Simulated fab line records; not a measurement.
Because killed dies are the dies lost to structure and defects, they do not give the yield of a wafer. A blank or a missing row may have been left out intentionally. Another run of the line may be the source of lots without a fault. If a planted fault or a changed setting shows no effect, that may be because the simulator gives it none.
fab line records	flow gf180mcu
[record] lots = 7	wafers = 21	last_day = 34
route steps=602 shown V2@393
lots with no fault: from the same line, run without faults
start_h: hours from the record's first day to the start of the lot's first wafer shown	wait_h: time in hours since the lot's previous step	" identical to the entry in the row above	L1.1+2: several wafers, shown together as one row	- value missing, or start not given	* or withheld: withheld	< > ~ a bound
route shown NAME@n: a module of which the file shows steps, and the number in the route of the first	usual: mean/standard deviation of fault-free wafers	same: alike in all rows	chamber/n: place in a boat	sites: readings site by site	_std_site: their standard deviation	_edge_site: outer sites' mean less inner sites'	radius_mm: for every site, how far away it sits from the centre of the wafer	mask NAME#n: copy n	behind: the last tool/chamber to shape the wafer	hold: the reason the lot was held/the length of the hold in hours/how it ended	device: whichever transistor did not switch (one of n, p or np)	end of line: at the end of the route, the tests of the same wafers	where a step has no rows: the recipe by itself	killed: dies that structure and defects cost at the first sort, which is not the same as the wafer's yield	map: shows each die of a wafer: x if killed, . if not, _ if none is there
set.NAME: the setting that was run; set.NAME@STEP: the one run at that earlier step	model.NAME: the simulator's own value behind a step, which no gauge read
lots at some steps of the route; a table a step, a row a wafer
services: a tool's chamber out of use, with start hour (start_h, from the record's first day; less than 0 if before it), hours out, and reason
[[steps]]
[step GF_V2_EXPOSE_11]
[recipe] mask_id = Via2	target_cd_nm = 260	na = 0.68	source_shape = conventional	sigma_outer = 0.6	dose_mj = 38
[step GF_V2_PEB_12]
[recipe] peb_temp_c = 135	peb_time_s = 90	resist = KrF
[step GF_V2_DEVELOP_13]
[recipe] develop_time_s = 60	resist = KrF	dev_temp_c = 21
[step GF_V2_CD_MEAS_14]
[recipe] target_cd_nm = 260
[usual] cd_nm = 259.5/1.3
lot.wafer	tool	chamber	start_h	wait_h	cd_nm
L885.2	cd_sem-01	-	493.92	0.1	259.8
L885.4	"	-	"	"	260.2
L885.6	"	-	"	"	261.4
L888.2	cd_sem-01	-	516.14	0.1	260.2
L888.3	"	-	"	"	261.9
L888.6	"	-	"	"	260.6
L893.3	cd_sem-02	-	560.86	0.1	258.0
L893.5	"	-	"	"	258.6
L893.6	"	-	"	"	257.6
L895.2	cd_sem-01	-	572.24	0.1	261.1
L895.4	"	-	"	"	260.4
L895.6	"	-	"	"	259.5
L896.2	cd_sem-02	-	579.57	0.1	262.7
L896.3	"	-	"	"	262.5
L896.6	"	-	"	"	262.9
L901.1	cd_sem-02	-	622.56	0.1	260.0
L901.2	"	-	"	"	259.5
L901.4	"	-	"	"	259.8
L906.1	cd_sem-01	-	659.42	0.1	258.5
L906.4	"	-	"	"	259.3
L906.5	"	-	"	"	259.6
[step GF_V2_OVL_MEAS_15]
[usual] V2_OVL = 1/4.8
lot.wafer	tool	chamber	start_h	wait_h	V2_OVL[nm]
L885.2	overlay-01	-	494.03	0.1	4
L885.4	"	-	"	"	5
L885.6	"	-	"	"	6
L888.2	overlay-02	-	516.25	0.1	0
L888.3	"	-	"	"	2
L888.6	"	-	"	"	1
L893.3	overlay-02	-	560.95	0.1	-10
L893.5	"	-	"	"	-3
L893.6	"	-	"	"	-1
L895.2	overlay-01	-	572.35	0.1	-4
L895.4	"	-	"	"	-2
L895.6	"	-	"	"	-6
L896.2	overlay-02	-	579.67	0.1	-5
L896.3	"	-	"	"	-5
L896.6	"	-	"	"	-2
L901.1	overlay-02	-	622.68	0.1	-2
L901.2	"	-	"	"	-8
L901.4	"	-	"	"	-2
L906.1	overlay-02	-	659.54	0.1	3
L906.4	"	-	"	"	-1
L906.5	"	-	"	"	4
[step GF_V2_ETCH_16]
[recipe] chemistry = N2/H2	target_depth_a = withheld	overetch_a = withheld	time_s = withheld	target = BARC	ion_energy_ev = 200	source_w = 500	bias_w = 100	pressure_mtorr = 30	n2_flow_sccm = 100	h2_flow_sccm = 200
[usual] bias_w = 100.0/0.31	drypump_motor_current_A = 5.7/0.54	oes_product_au = 0.855/0.0053	throttle_valve_pct = 13.224/0.0095
lot.wafer	tool	chamber	start_h	wait_h	bias_w	drypump_motor_current_A	oes_product_au	throttle_valve_pct
L885.2	rie_diel-04	3	494.06	0.0	100.4	6.5	0.863	13.223
L885.4	"	2	"	"	100.0	5.7	0.860	13.222
L885.6	"	1	"	"	99.4	4.9	0.849	13.214
L888.2	rie_diel-04	0	516.28	0.0	99.7	6.2	0.850	13.211
L888.3	"	2	"	"	100.1	5.7	0.853	13.232
L888.6	"	0	"	"	99.6	6.2	0.849	13.238
L893.3	rie_diel-01	3	560.98	0.0	100.0	6.0	0.857	13.235
L893.5	"	1	"	"	99.9	5.1	0.853	13.220
L893.6	"	0	"	"	99.9	5.3	0.854	13.236
L895.2	rie_diel-01	3	572.38	0.0	100.2	6.0	0.858	13.234
L895.4	"	2	"	"	100.0	5.3	0.855	13.231
L895.6	"	1	"	"	100.0	5.1	0.853	13.222
L896.2	rie_diel-01	2	579.70	0.0	100.4	5.3	0.862	13.244
L896.3	"	0	"	"	99.9	5.3	0.859	13.187
L896.6	"	0	"	"	99.6	5.3	0.851	13.224
L901.1	rie_diel-04	2	622.71	0.0	99.7	5.7	0.845	13.205
L901.2	"	1	"	"	99.7	4.9	0.857	13.216
L901.4	"	1	"	"	99.8	4.9	0.853	13.223
L906.1	rie_diel-01	1	659.58	0.0	100.8	5.1	0.849	13.233
L906.4	"	2	"	"	99.6	5.3	0.848	13.221
L906.5	"	1	"	"	99.9	5.1	0.854	13.222
[step GF_V2_ETCH_17]
[recipe] chemistry = C4F8/O2/Ar	mask_material = KrF	target = SiO2	stop_on = TiN	source_w = 1500	bias_w = 1200	pressure_mtorr = 40	c4f8_flow_sccm = withheld	O2_flow_sccm = 6	Ar_flow_sccm = 300	time_s = withheld	target_depth_a = 6300
[usual] bias_w = 1201/3.6	oes_product_au = 0.856/0.0046
lot.wafer	tool	chamber	start_h	wait_h	bias_w	oes_product_au
L885.2	rie_diel-04	3	-	-	1197	0.846
L885.4	"	2	"	"	1193	0.858
L885.6	"	1	"	"	1200	0.861
L888.2	rie_diel-04	0	-	-	1202	0.854
L888.3	"	2	"	"	1202	0.853
L888.6	"	0	"	"	1198	0.857
L893.3	rie_diel-01	3	-	-	1199	0.853
L893.5	"	1	"	"	1206	0.855
L893.6	"	0	"	"	1196	0.859
L895.2	rie_diel-01	3	-	-	1194	0.852
L895.4	"	2	"	"	1203	0.856
L895.6	"	1	"	"	1200	0.854
L896.2	rie_diel-01	2	-	-	1201	0.855
L896.3	"	0	"	"	1201	0.852
L896.6	"	0	"	"	1200	0.853
L901.1	rie_diel-04	2	-	-	1203	0.855
L901.2	"	1	"	"	1205	0.866
L901.4	"	1	"	"	1200	0.856
L906.1	rie_diel-01	1	-	-	1205	0.853
L906.4	"	2	"	"	1194	0.859
L906.5	"	1	"	"	1208	0.860
[step GF_V2_STRIP_18]
[recipe] chemistry = O2/N2	power_w = 1400	pressure_mtorr = 1500	platen_temp_c = 250	o2_flow_sccm = 3000	n2_flow_sccm = 300	overash_fraction = 0.5
[usual] drypump_motor_current_A = 5.6/0.39	heater_power_w = 357/48	oes_product_au = 0.592/0.0051
lot.wafer	tool	chamber	start_h	wait_h	drypump_motor_current_A	heater_power_w	oes_product_au	rf_hours_counter_h
L885.2	plasma_asher-01	0	494.18	-	5.6	370	0.589	8
L885.4	"	1	"	"	5.3	375	0.587	-
L885.6	"	0	"	"	5.7	381	0.592	-
L888.2	plasma_asher-01	0	516.41	-	5.7	364	0.593	10
L888.3	"	0	"	"	5.7	374	0.596	-
L888.6	"	0	"	"	5.7	376	0.583	-
L893.3	plasma_asher-03	0	561.14	-	5.7	320	0.598	-
L893.5	"	0	"	"	5.7	325	0.593	-
L893.6	"	1	"	"	6.3	332	0.594	-
L895.2	plasma_asher-03	0	572.51	-	5.6	323	0.598	85
L895.4	"	1	"	"	6.3	324	0.588	-
L895.6	"	1	"	"	6.3	323	0.590	-
L896.2	plasma_asher-03	1	579.83	-	6.3	335	0.588	86
L896.3	"	0	"	"	5.6	308	0.592	-
L896.6	"	0	"	"	5.6	311	0.602	-
L901.1	plasma_asher-01	1	622.84	-	5.3	364	0.595	23
L901.2	"	0	"	"	5.6	374	0.597	23
L901.4	"	0	"	"	5.6	370	0.598	-
L906.1	plasma_asher-01	1	659.71	-	5.2	365	0.597	27
L906.4	"	1	"	"	5.2	358	0.587	-
L906.5	"	1	"	"	5.3	366	0.588	-
[step GF_V2_STRIP_19]
[recipe] chemistry = post_etch_residue_remover	time_s = 1200	temp_c = 72.5
[step GF_V2_CLEAN_20]
[recipe] chemistry = DIW	dry = n2_spin
[step GF_V2_SPUTTER_21]
[recipe] material = Ti	target_thk_nm = 15	chamber_pressure_pa = 5	power_w = 2500	substrate_temp_c = 200	time_s = 80.02
[usual] substrate_temp_c = 200.00/0.15	throttle_valve_pct = 30.9/1
[same] time_s = 80.02
lot.wafer	tool	chamber	start_h	wait_h	substrate_temp_c	throttle_valve_pct
L885.2	pvd_sputter-02	-	494.74	0.0	200.19	31.8
L885.4	"	-	"	"	200.38	31.8
L885.6	"	-	"	"	199.99	31.8
L888.2	pvd_sputter-02	-	516.94	0.0	200.28	31.7
L888.3	"	-	"	"	199.90	31.4
L888.6	"	-	"	"	199.91	31.5
L893.3	pvd_sputter-03	-	561.65	0.0	199.94	29.7
L893.5	"	-	"	"	199.98	29.6
L893.6	"	-	"	"	199.96	30.0
L895.2	pvd_sputter-01	-	573.04	0.0	199.98	30.5
L895.4	"	-	"	"	200.18	31.4
L895.6	"	-	"	"	199.80	30.6
L896.2	pvd_sputter-01	-	580.40	0.0	199.98	31.8
L896.3	"	-	"	"	199.80	30.5
L896.6	"	-	"	"	199.78	30.4
L901.1	pvd_sputter-03	-	623.86	0.0	199.99	29.8
L901.2	"	-	"	"	200.16	28.8
L901.4	"	-	"	"	200.04	32.8
L906.1	pvd_sputter-03	-	660.27	0.0	199.97	28.9
L906.4	"	-	"	"	199.92	29.4
L906.5	"	-	"	"	199.85	29.3
[step GF_V2_SPUTTER_22]
[recipe] material = TiN	target_thk_nm = 10	chamber_pressure_pa = 5	power_w = 4000	time_s = 40
[usual] throttle_valve_pct = 30.9/1
[same] time_s = 40
lot.wafer	tool	chamber	start_h	wait_h	throttle_valve_pct
L885.2	pvd_sputter-02	-	494.80	0.0	31.6
L885.4	"	-	"	"	31.5
L885.6	"	-	"	"	31.6
L888.2	pvd_sputter-02	-	517.00	0.0	31.8
L888.3	"	-	"	"	31.8
L888.6	"	-	"	"	31.3
L893.3	pvd_sputter-03	-	561.71	0.0	29.9
L893.5	"	-	"	"	29.6
L893.6	"	-	"	"	29.7
L895.2	pvd_sputter-01	-	573.10	0.0	30.5
L895.4	"	-	"	"	31.7
L895.6	"	-	"	"	30.5
L896.2	pvd_sputter-01	-	580.46	0.0	31.8
L896.3	"	-	"	"	30.6
L896.6	"	-	"	"	30.5
L901.1	pvd_sputter-03	-	623.92	0.0	29.8
L901.2	"	-	"	"	28.7
L901.4	"	-	"	"	32.8
L906.1	pvd_sputter-03	-	660.33	0.0	28.7
L906.4	"	-	"	"	29.3
L906.5	"	-	"	"	29.4
[step GF_V2_CVD_23]
[recipe] material = W	target_thk_nm = 350	time_s = 104.94	temp_c = 400	pressure_torr = 40
[usual] chamber_pressure_Torr = 40.00/0.091	heater_power_outer_w = 559/60	heater_power_w = 913/120	time_s = 104.94/0
lot.wafer	tool	chamber	start_h	wait_h	chamber_pressure_Torr	heater_power_outer_w	heater_power_w	time_s
L885.2	cvd_w-02	0	494.84	0.0	39.97	704	1137	104.94
L885.4	"	1	"	"	40.09	567	902	104.94
L885.6	"	0	"	"	39.94	655	1139	104.94
L888.2	cvd_w-01	0	517.04	0.0	40.00	538	821	104.94
L888.3	"	0	"	"	40.04	551	808	104.94
L888.6	"	1	"	"	40.08	504	878	104.94
L893.3	cvd_w-02	1	561.79	0.1	-	-	-	-
L893.5	"	0	"	"	-	-	-	-
L893.6	"	1	"	"	-	-	-	-
L895.2	cvd_w-01	0	573.14	0.0	-	-	-	-
L895.4	"	1	"	"	-	-	-	-
L895.6	"	0	"	"	-	-	-	-
L896.2	cvd_w-02	1	580.50	0.0	-	-	-	-
L896.3	"	0	"	"	-	-	-	-
L896.6	"	1	"	"	-	-	-	-
L901.1	cvd_w-01	0	623.96	0.0	39.80	555	806	104.94
L901.2	"	1	"	"	39.90	508	870	104.94
L901.4	"	1	"	"	39.93	501	880	104.94
L906.1	cvd_w-02	0	660.37	0.0	40.06	661	1137	104.94
L906.4	"	1	"	"	40.04	560	900	104.94
L906.5	"	0	"	"	39.83	672	1147	104.94
[step GF_V2_RS_MEAS_24]
[recipe] thk_meas_gauge = four-point-probe	reads = W_of_V2_CVD_23+TiN_of_V2_SPUTTER_22+Ti_of_V2_SPUTTER_21
[usual] V2_W_RS = 0.3290/0.0028
lot.wafer	tool	chamber	start_h	wait_h	V2_W_RS[ohm/sq]
L885.2	film_metro-01	-	494.97	0.1	0.3310
L885.4	"	-	"	"	0.3301
L885.6	"	-	"	"	0.3231
L888.2	film_metro-01	-	517.17	0.1	0.3306
L888.3	"	-	"	"	0.3330
L888.6	"	-	"	"	0.3277
L893.3	film_metro-04	-	561.90	0.1	43.024
L893.5	"	-	"	"	43.459
L893.6	"	-	"	"	43.436
L895.2	film_metro-01	-	573.27	0.1	44.163
L895.4	"	-	"	"	44.358
L895.6	"	-	"	"	44.555
L896.2	film_metro-02	-	580.63	0.1	44.380
L896.3	"	-	"	"	44.334
L896.6	"	-	"	"	43.658
L901.1	film_metro-02	-	624.07	0.1	0.3309
L901.2	"	-	"	"	0.3258
L901.4	"	-	"	"	0.3331
L906.1	film_metro-04	-	660.48	0.1	0.3220
L906.4	"	-	"	"	0.3287
L906.5	"	-	"	"	0.3252
[step GF_V2_THK_MEAS_25]
[recipe] thk_meas_gauge = xrf	reads = W_of_V2_CVD_23
[usual] V2_W_THK = 349/7.6
lot.wafer	tool	chamber	start_h	wait_h	V2_W_THK[nm]
L885.2	film_metro-01	-	495.08	0.1	356
L885.4	"	-	"	"	356
L885.6	"	-	"	"	361
L888.2	film_metro-01	-	517.28	0.1	352
L888.3	"	-	"	"	350
L888.6	"	-	"	"	354
L893.3	film_metro-04	-	562.00	0.1	-
L893.5	"	-	"	"	-
L893.6	"	-	"	"	<0
L895.2	film_metro-01	-	573.38	0.1	<0
L895.4	"	-	"	"	<0
L895.6	"	-	"	"	<0
L896.2	film_metro-02	-	580.74	0.1	<0
L896.3	"	-	"	"	<0
L896.6	"	-	"	"	<0
L901.1	film_metro-02	-	624.19	0.1	345
L901.2	"	-	"	"	353
L901.4	"	-	"	"	343
L906.1	film_metro-04	-	660.60	0.1	353
L906.4	"	-	"	"	346
L906.5	"	-	"	"	351
[step GF_V2_CMP_26]
[recipe] stop_on = SiO2	down_force_psi = 3.5	platen_rpm = 60	t_overpolish_s = 15	target_thk_nm = 0	pad_velocity_m_s = 0.94248
[usual] edge_zone_pressure_frac = 1.001/0.0052	motor_current_A = 11.4/0.84	time_to_endpoint_s = 85/3.3
lot.wafer	tool	chamber	start_h	wait_h	edge_zone_pressure_frac	motor_current_A	time_to_endpoint_s
L885.4	cmp-02	3	495.13	0.0	0.994	12.2	85
L885.2	"	0	"	"	0.994	12.7	85
L885.6	"	0	"	"	0.999	13.1	89
L888.2	cmp-02	1	517.37	0.1	1.002	10.0	85
L888.3	"	0	"	"	1.002	12.6	87
L888.6	"	2	"	"	1.004	11.5	90
L893.3	cmp-02	2	562.09	0.1	1.004	12.2	3
L893.5	"	1	"	"	0.999	9.8	5
L893.6	"	2	"	"	0.997	11.4	6
L895.4	cmp-02	3	573.43	0.0	0.999	11.5	3
L895.2	"	1	"	"	0.998	10.2	1
L895.6	"	3	"	"	0.998	11.9	5
L896.3	cmp-01	3	580.79	0.0	1.008	12.0	3
L896.2	"	2	"	"	1.005	10.6	0
L896.6	"	0	"	"	1.004	10.7	3
L901.4	cmp-02	1	624.25	0.0	1.004	9.9	84
L901.2	"	3	"	"	1.002	11.5	87
L901.1	"	0	"	"	0.999	13.1	85
L906.4	cmp-01	2	660.66	0.0	0.999	11.2	84
L906.1	"	1	"	"	1.005	10.7	85
L906.5	"	3	"	"	0.985	11.8	85
[[services]]
tool	chamber	start_h	hours	kind
cmp-02	-	479.35	1.0	repair
pvd_sputter-03	-	488.68	24.3	repair
rie_diel-04	2	494.95	8.2	repair
pvd_sputter-01	-	502.23	3.8	repair
rie_diel-01	1	509.14	1.4	repair
cmp-01	-	514.81	0.7	repair
cmp-02	-	518.05	3.9	pm
pvd_sputter-01	1	541.41	-	consumable_replace:kit
pvd_sputter-02	-	543.00	0.6	repair
pvd_sputter-03	-	552.84	5.5	repair
cmp-01	-	565.60	3.7	repair
cmp-01	-	572.00	4.0	pm
cmp-02	-	579.23	4.8	pm
plasma_asher-03	-	579.93	15.6	pm
rie_diel-01	1	602.65	10.3	repair
cmp-02	-	605.69	1.0	repair
cmp-02	-	606.51	0.2	repair
cmp-01	-	609.89	3.6	repair
rie_diel-04	3	622.18	10.5	repair
cmp-01	-	623.89	3.5	repair
rie_diel-01	2	628.65	6.7	repair
rie_diel-04	1	644.84	6.1	repair
pvd_sputter-03	-	650.17	0.8	repair
cvd_w-02	-	657.25	2.8	pm
[[key]]
[first_sign] step = GF_V2_CVD_23	reading = tool_record	direction = missing
[effect] step = GF_V2_RS_MEAS_24	reading = V2_W_RS	direction = up	sigmas = 99+	usual = 0.3290	struck = 43.929
[effect] step = GF_V2_THK_MEAS_25	reading = V2_W_THK	direction = down	sigmas = 46	usual = 349	struck = <0
[effect] step = GF_V2_CMP_26	reading = time_to_endpoint_s	direction = down	sigmas = 25	usual = *	struck = *
met_at GF_V2_CVD_23
struck_wafers L893.3,L893.5,L893.6,L895.2,L895.4,L895.6,L896.2,L896.3,L896.6
later_rows_left_out L893.3,L893.5,L893.6,L895.2,L895.4,L895.6,L896.2,L896.3,L896.6
sort_left_out L893.3,L893.5,L893.6,L895.2,L895.4,L895.6,L896.2,L896.3,L896.6
onset_between 517.04 561.79
[fault] kind = skipped_step_whole	tool = cvd_w-01,cvd_w-02	chamber = -	onset_h = 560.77	steps = GF_V2_CVD_23	scope = struck_lots_only
// sort_left_out: the simulated sort isn't trusted on such a fault, so these wafers' sort isn't shown, and their yield isn't known
// later_rows_left_out: the simulator's readings of these wafers behind a module that went badly wrong aren't trusted and aren't shown, but for the sort
